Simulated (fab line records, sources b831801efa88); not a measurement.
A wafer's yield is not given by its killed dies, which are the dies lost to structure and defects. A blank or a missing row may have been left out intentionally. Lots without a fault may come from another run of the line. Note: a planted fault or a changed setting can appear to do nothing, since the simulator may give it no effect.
Which tool was responsible? + flow gf180mcu + Sampling: 14 lots, 42 wafers, 3 of 602 route steps

WHAT EACH GAUGE READ, for each wafer
GF_M3_OVL_MEAS_15. Usual: M3_OVL typically reads -2 nm, with standard deviation 5.4.
| lot  | measured     | on         | M3_OVL (nm) | flag |
|------|--------------|------------|-------------|------|
| L166 | day 20 17:53 | overlay-01 | -1 1 5      |      |
| L167 | day 21 14:54 | overlay-01 | 6 -1 1      |      |
| L168 | day 21 15:46 | overlay-01 | -6 -5 -6    |      |
| L169 | day 21 22:52 | overlay-01 | -13 -7 -14  |      |
| L170 | day 22 09:13 | overlay-01 | -4 -1 2     |      |
| L171 | day 24 22:37 | overlay-02 | 6 8 6       |      |
| L173 | day 25 02:59 | overlay-01 | -1 0 -2     |      |
| L177 | day 25 10:10 | overlay-02 | -3 0 -11    |      |
| L180 | day 26 19:28 | overlay-02 | 3 3 -1      |      |
| L182 | day 27 10:32 | overlay-01 | -4 4 1      |      |
| L185 | day 28 09:45 | overlay-02 | 5 1 4       |      |
| L184 | day 28 09:55 | overlay-01 | -1 4 -2     |      |
| L186 | day 28 18:10 | overlay-01 | 1 6 0       |      |
| L187 | day 29 05:19 | overlay-02 | -3 1 0      |      |

EACH LOT AND THE TOOL THAT RAN IT (in order: tool; ch and the chambers of the sampled wafers; start)
| lot  | GF_M3_SPUTTER_01             | GF_M3_SPUTTER_04             |
|------|------------------------------|------------------------------|
| L166 | pvd sputter-02, day 19 16:28 | pvd sputter-02, day 19 16:33 |
| L167 | pvd sputter-01, day 20 14:34 | pvd sputter-01, day 20 14:38 |
| L168 | pvd sputter-01, day 20 15:31 | pvd sputter-01, day 20 15:35 |
| L169 | pvd sputter-02, day 20 22:44 | pvd sputter-02, day 20 22:49 |
| L170 | pvd sputter-02, day 21 08:31 | pvd sputter-02, day 21 08:35 |
| L171 | pvd sputter-02, day 24 00:58 | pvd sputter-02, day 24 01:02 |
| L173 | pvd sputter-02, day 24 05:53 | pvd sputter-02, day 24 05:58 |
| L177 | pvd sputter-01, day 24 13:10 | pvd sputter-01, day 24 13:14 |
| L180 | pvd sputter-04, day 25 23:04 | pvd sputter-04, day 25 23:08 |
| L182 | pvd sputter-01, day 26 14:38 | pvd sputter-01, day 26 14:43 |
| L185 | pvd sputter-02, day 27 14:47 | pvd sputter-02, day 27 14:52 |
| L184 | pvd sputter-04, day 27 15:08 | pvd sputter-04, day 27 15:13 |
| L186 | pvd sputter-01, day 27 23:24 | pvd sputter-01, day 27 23:29 |
| L187 | pvd sputter-02, day 28 10:25 | pvd sputter-02, day 28 10:30 |
- GF_M3_SPUTTER_01: material TiN, target thk 30 nm, time 25 s.
- GF_M3_SPUTTER_04: material TiN, target thk 50 nm, time 41.7 s.

WHAT THE TOOLS THEMSELVES READ (means of the sampled wafers that have a number; where no wafer has one, the mark that the record gives instead)
GF_M3_SPUTTER_01. Usual: throttle valve pct 29.9 %, standard deviation 0.62.
| lot  | tool           | throttle valve pct (%) | flag |
|------|----------------|------------------------|------|
| L166 | pvd sputter-02 | 29.8                   |      |
| L167 | pvd sputter-01 | 29.1                   |      |
| L168 | pvd sputter-01 | 29.4                   |      |
| L169 | pvd sputter-02 | 30.0                   |      |
| L170 | pvd sputter-02 | 29.6                   |      |
| L171 | pvd sputter-02 | 29.5                   |      |
| L173 | pvd sputter-02 | 29.8                   |      |
| L177 | pvd sputter-01 | 29.9                   |      |
| L180 | pvd sputter-04 | 30.1                   |      |
| L182 | pvd sputter-01 | 29.7                   |      |
| L185 | pvd sputter-02 | 29.7                   |      |
| L184 | pvd sputter-04 | 30.1                   |      |
| L186 | pvd sputter-01 | 29.7                   |      |
| L187 | pvd sputter-02 | 29.6                   |      |

GF_M3_SPUTTER_04. Usual: throttle valve pct 29.9 %, standard deviation 0.63.
| lot  | tool           | throttle valve pct (%) | flag |
|------|----------------|------------------------|------|
| L166 | pvd sputter-02 | 29.8                   |      |
| L167 | pvd sputter-01 | 29.1                   |      |
| L168 | pvd sputter-01 | 29.3                   |      |
| L169 | pvd sputter-02 | 30.1                   |      |
| L170 | pvd sputter-02 | 29.7                   |      |
| L171 | pvd sputter-02 | 29.4                   |      |
| L173 | pvd sputter-02 | 30.0                   |      |
| L177 | pvd sputter-01 | 29.8                   |      |
| L180 | pvd sputter-04 | 30.2                   |      |
| L182 | pvd sputter-01 | 29.5                   |      |
| L185 | pvd sputter-02 | 29.8                   |      |
| L184 | pvd sputter-04 | 30.1                   |      |
| L186 | pvd sputter-01 | 29.8                   |      |
| L187 | pvd sputter-02 | 29.4                   |      |

THE ANSWER, worked out from the rows above alone
Rule: lot off if the mean of its wafers having a number is beyond 3 standard deviations from the usual mean. Also off: a lot with no number at a reading for which 4 or more lots have one. All remaining lots with rows at the step are treated as sound. Order of review: gauges by route order, followed by the tools' own readings, for which a lot's mean as printed above is used. At the first step where some lot is off, the reading lying furthest off is the one used; lots without a number count as furthest.
Nothing can be told from this: no lot is off at any reading shown.

WHAT THE SIMULATOR HAD PUT IN
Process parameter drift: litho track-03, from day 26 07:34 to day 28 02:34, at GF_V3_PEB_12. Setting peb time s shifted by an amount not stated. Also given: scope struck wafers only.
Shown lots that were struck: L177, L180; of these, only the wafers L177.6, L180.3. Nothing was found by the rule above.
